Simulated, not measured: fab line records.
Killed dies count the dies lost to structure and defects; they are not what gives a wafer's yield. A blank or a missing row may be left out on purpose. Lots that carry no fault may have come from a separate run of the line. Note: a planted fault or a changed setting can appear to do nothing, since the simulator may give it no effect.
Which tool was responsible?	flow sky130	Sampling: 11 lots, 33 wafers, 7 of 708 route steps

WHAT THE GAUGES SHOWED, per wafer
SKY_RES_PROTECT_TW_MEAS_08. Usual: POLY_GATE_TW 3977, standard deviation 28.
lot	measured	on	POLY_GATE_TW	flag
L794	day 16 10:11	filmMetro-01	4007 3973 3992	
L795	day 16 13:20	filmMetro-01	4016 3992 4001	
L796	day 16 17:09	filmMetro-01	3999 3992 3996	
L798	day 17 10:19	filmMetro-01	3979 3971 3957	
L805	day 20 14:42	filmMetro-03	3978 3981 3968	
L808	day 20 21:53	filmMetro-02	3952 3931 3958	
L809	day 21 05:02	filmMetro-01	3990 4007 3996	
L811	day 22 00:02	filmMetro-03	3969 3974 3978	
L812	day 22 04:58	filmMetro-01	3999 4009 4013	
L813	day 22 15:11	filmMetro-02	3947 3953 3963	
L814	day 22 20:05	filmMetro-01	4005 4006 4024	

SKY_POLY_GATE_THK_MEAS_04. Usual: POLY_GATE_CVD_03_THK 75.0 nm, standard deviation 0.67.
lot	measured	on	POLY_GATE_CVD_03_THK (nm)	flag
L794	day 16 12:08	filmMetro-01	73.7 74.3 74.4	
L795	day 16 14:48	filmMetro-04	75.1 74.7 74.3	
L796	day 16 21:26	filmMetro-04	74.0 73.5 73.7	
L798	day 17 13:24	filmMetro-01	75.5 75.1 75.9	
L805	day 20 16:10	filmMetro-04	75.0 74.4 74.9	
L808	day 20 23:22	filmMetro-01	75.5 75.3 76.1	
L809	day 21 06:30	filmMetro-01	74.3 74.9 74.4	
L811	day 22 01:31	filmMetro-01	75.8 75.9 75.6	
L812	day 22 06:30	filmMetro-01	74.6 74.0 74.6	
L813	day 22 16:40	filmMetro-04	74.4 73.6 73.4	
L814	day 22 21:59	filmMetro-04	75.6 75.1 74.9	

SKY_SD_N_OVL_MEAS_08. Usual: SD_N_OVL 0.1 nm, standard deviation 1.5.
lot	measured	on	SD_N_OVL (nm)	flag
L794	day 29 00:41	overlay-01	-2.6 -2.3 -2.1	
L795	day 29 06:36	overlay-01	0.1 1.2 -0.8	
L796	day 29 13:19	overlay-01	-0.3 -1.1 -0.8	
L798	day 30 03:49	overlay-01	0.4 -0.7 -1.0	
L805	day 32 23:03	overlay-01	-1.6 -0.6 -0.6	
L808	day 33 07:23	overlay-01	0.0 -1.7 -0.5	
L809	day 33 11:51	overlay-01	-1.9 0.3 -0.5	
L811	day 34 07:39	overlay-01	2.8 2.8 2.2	
L812	day 34 09:11	overlay-02	-0.5 -0.5 -0.3	
L813	day 34 18:31	overlay-01	-2.2 -0.9 0.2	
L814	day 34 22:56	overlay-01	-1.2 -2.2 -2.5	

SKY_SD_N_TW_MEAS_12. Usual: SD_N_TW 3922, standard deviation 24.
lot	measured	on	SD_N_TW	flag
L794	day 29 01:07	filmMetro-04	3946 3948 3953	
L795	day 29 07:02	filmMetro-02	3909 3903 3918	
L796	day 29 13:46	filmMetro-02	3902 3911 3915	
L798	day 30 04:16	filmMetro-01	3969 3969 3974	
L805	day 32 23:29	filmMetro-04	4131 4122 4124 4146 4134 4125	OFF
L808	day 33 07:50	filmMetro-01	4102 4100 4118 4098 4097 4105	OFF
L809	day 33 12:17	filmMetro-01	3926 3913 3897	
L811	day 34 08:05	filmMetro-01	3947 3945 3922	
L812	day 34 09:37	filmMetro-02	3899 3896 3879	
L813	day 34 18:58	filmMetro-02	3883 3883 3913	
L814	day 34 23:22	filmMetro-02	3885 3885 3894	

SKY_SD_N_RS_MEAS_16: measures by four-point-probe. Usual: SD_N_RS 68.63 ohm/sq, standard deviation 0.1.
lot	measured	on	SD_N_RS (ohm/sq)	flag
L794	day 29 01:24	filmMetro-02	68.53 68.55 68.57	
L795	day 29 07:19	filmMetro-04	68.68 68.70 68.79	
L796	day 29 14:05	filmMetro-01	68.53 68.49 68.55	
L798	day 30 04:33	filmMetro-02	68.65 68.65 68.88	
L805	day 33 03:55	filmMetro-02	61.69 61.65 61.72 61.80 61.71 61.69	OFF
L808	day 33 09:04	filmMetro-02	61.64 61.68 61.68 61.72 61.57 61.63	OFF
L809	day 33 12:34	filmMetro-01	68.68 68.58 68.78	
L811	day 34 08:22	filmMetro-01	68.84 68.54 68.62	
L812	day 34 09:54	filmMetro-01	68.61 68.56 68.65	
L813	day 34 19:17	filmMetro-01	68.52 68.53 68.43	
L814	day 34 23:39	filmMetro-01	68.63 68.65 68.71	

EACH LOT AND THE TOOL THAT RAN IT (in order: tool; ch and the chambers of the sampled wafers; start)
lot	SKY_SD_N_IMPLANT_09	SKY_SD_N_STRIP_11
L794	implanter-02 ch 0, day 29 00:43	plasmaAsher-03 ch 0,1, day 29 01:01
L795	implanter-02 ch 0, day 29 06:38	plasmaAsher-03 ch 1, day 29 06:56
L796	implanter-01 ch 0, day 29 13:25	plasmaAsher-03 ch 0,1, day 29 13:40
L798	implanter-01 ch 0, day 30 03:52	plasmaAsher-01 ch 0,1, day 30 04:10
L805	implanter-02 ch 0, day 32 23:07	plasmaAsher-03 ch 0,1, day 32 23:24
L808	implanter-02 ch 0, day 33 07:26	plasmaAsher-02 ch 0, day 33 07:43
L809	implanter-04 ch 0, day 33 11:53	plasmaAsher-03 ch 0,1, day 33 12:11
L811	implanter-01 ch 0, day 34 07:41	plasmaAsher-01 ch 0,1, day 34 07:59
L812	implanter-01 ch 0, day 34 09:13	plasmaAsher-03 ch 0,1, day 34 09:31
L813	implanter-01 ch 0, day 34 18:37	plasmaAsher-02 ch 0,1, day 34 18:52
L814	implanter-01 ch 0, day 34 22:58	plasmaAsher-02 ch 0,1, day 34 23:16
- SKY_SD_N_IMPLANT_09
- SKY_SD_N_STRIP_11: strips in O2/N2.

AS READ BY THE TOOLS THEMSELVES (means over the sampled wafers that have a number; for cases with no such wafer, the mark the record gives instead)
SKY_SD_N_IMPLANT_09. Usual: beamEnergyKeV 50.000, standard deviation 0.019.
lot	tool	beamEnergyKeV	flag
L794	implanter-02	49.990	
L795	implanter-02	50.022	
L796	implanter-01	50.020	
L798	implanter-01	50.005	
L805	implanter-02	60.950	OFF
L808	implanter-02	60.947	OFF
L809	implanter-04	49.999	
L811	implanter-01	49.969	
L812	implanter-01	50.006	
L813	implanter-01	50.005	
L814	implanter-01	50.019	

SKY_SD_N_STRIP_11. Usual: chamberPressureMTorr 1499.9 mTorr, standard deviation 1.4; drypumpMotorCurrentA 5.5 A, standard deviation 0.36; oesProductAu 0.527 a.u., standard deviation 0.0044; stripTimeToEndpointS 22.54 s, standard deviation 0.043.
lot	tool	chamberPressureMTorr (mTorr)	drypumpMotorCurrentA (A)	oesProductAu (a.u.)	stripTimeToEndpointS (s)	flag
L794	plasmaAsher-03	1498.4	5.3	0.521	22.49	
L795	plasmaAsher-03	1499.8	5.4	0.527	22.56	
L796	plasmaAsher-03	1499.6	5.4	0.530	22.60	
L798	plasmaAsher-01	1497.9	5.3	0.526	22.53	
L805	plasmaAsher-03	1499.7	5.3	0.505	24.21	OFF
L808	plasmaAsher-02	1499.1	6.4	0.512	24.19	OFF
L809	plasmaAsher-03	1498.7	5.3	0.530	22.51	
L811	plasmaAsher-01	1499.7	5.3	0.526	22.50	
L812	plasmaAsher-03	1500.7	5.3	0.534	22.46	
L813	plasmaAsher-02	1501.0	5.7	0.528	22.54	
L814	plasmaAsher-02	1500.4	5.7	0.530	22.55	

THE ANSWER, worked out from the rows above alone
Rule: a lot is off if the mean of its wafers that have a number lies more than 3 standard deviations from the usual mean. Also off: a lot with no number at a reading for which 4 or more lots have one. The other lots that the step has rows for count as sound. First the gauges in route order, then the tools' own readings, where a lot's mean is used as printed above. The first step at which some lot is off is used, and at that step the reading that is off furthest; a lot without a number counts as furthest.
Off: L805, L808, seen at SKY_SD_N_TW_MEAS_12 (SD_N_TW).
A tool fits if, at a process step before that reading, it ran every lot that is off, and no sound lot after the first of them. Not tried: the gauges at SKY_SD_N_TW_MEAS_12; whatever is off there is also off at SKY_SD_N_RS_MEAS_16, on other tools, and gauge error can't account for it. One fits: SKY_SD_N_IMPLANT_09 on implanter-02. Its last sound lot is L795 (day 29 06:38), its first lot that is off L805 (day 32 23:07): a fault that began between those two fits.
The tool's own readings at SKY_SD_N_IMPLANT_09 bear it out: on the lots that are off they differ by more than 5 times the standard deviation of the sound lots' means. beamEnergyKeV reads 60.949 there against 50.004 on the sound lots.

WHAT THE SIMULATOR HAD INSERTED
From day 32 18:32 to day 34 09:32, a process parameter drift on implanter-02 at SKY_SD_N_IMPLANT_09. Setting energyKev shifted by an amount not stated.
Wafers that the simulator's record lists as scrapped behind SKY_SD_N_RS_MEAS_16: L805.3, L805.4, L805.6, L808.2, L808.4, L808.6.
Lots struck among those shown: L805, L808. The rule above reached the same finding.
